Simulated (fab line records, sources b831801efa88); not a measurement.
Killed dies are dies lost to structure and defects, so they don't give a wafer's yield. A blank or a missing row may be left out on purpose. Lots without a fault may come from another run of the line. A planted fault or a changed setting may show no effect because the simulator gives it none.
Which tool did it? | flow gf180mcu | 6 lots, 18 wafers sampled, at 2 steps of a route of 602

WHAT THE GAUGES READ, wafer by wafer
GF_VT_IMPLANT_OVL_MEAS_18.
lot  | measured     | on         | VT_IMPLANT_01_OVL (nm)
L268 | day 6 21:08  | overlay-02 | 1.5 1.2 1.2
L270 | day 7 09:28  | overlay-01 | -3.1 -4.0 -1.6
L276 | day 8 19:43  | overlay-01 | -3.7 -3.4 -3.6
L280 | day 9 22:26  | overlay-02 | -0.5 0.4 3.2
L283 | day 10 22:23 | overlay-02 | 3.2 1.8 1.6
L288 | day 11 22:56 | overlay-01 | -0.2 -1.6 -1.0

WHICH TOOL RAN EACH LOT (tool, then ch and the chambers of the sampled wafers, then the start)
lot  | GF_MVPSD_EXPOSE_04
L268 | iline_stepper-01 ch 0, day 5 06:58
L270 | iline_stepper-02 ch 0, day 5 17:38
L276 | iline_stepper-02 ch 0, day 7 04:58
L280 | iline_stepper-02 ch 0, day 8 05:58
L283 | iline_stepper-01 ch 0, day 9 03:08
L288 | iline_stepper-02 ch 0, day 10 00:40
- GF_MVPSD_EXPOSE_04: exposes mask MVPSD, target cd 1000 nm.

THE ANSWER, worked out from the rows above alone
Rule: what is usual is taken from the lots themselves. Put in order of their means at a reading, lots are off if they are a third of the lots or fewer, leave a main group of 4 or more, and stand apart from it by a gap of 3 or more times the standard deviation of the main group's means; of several such gaps the widest counts. A main group whose means are all the same, to the digits that the tables above print for the reading, isn't used. A lot without any number at a reading at which 4 lots or more have one is off too. The other lots that the step has rows for count as sound.
No lot is off at any reading shown: from this, nothing can be told.

WHAT THE SIMULATOR HAD PUT IN
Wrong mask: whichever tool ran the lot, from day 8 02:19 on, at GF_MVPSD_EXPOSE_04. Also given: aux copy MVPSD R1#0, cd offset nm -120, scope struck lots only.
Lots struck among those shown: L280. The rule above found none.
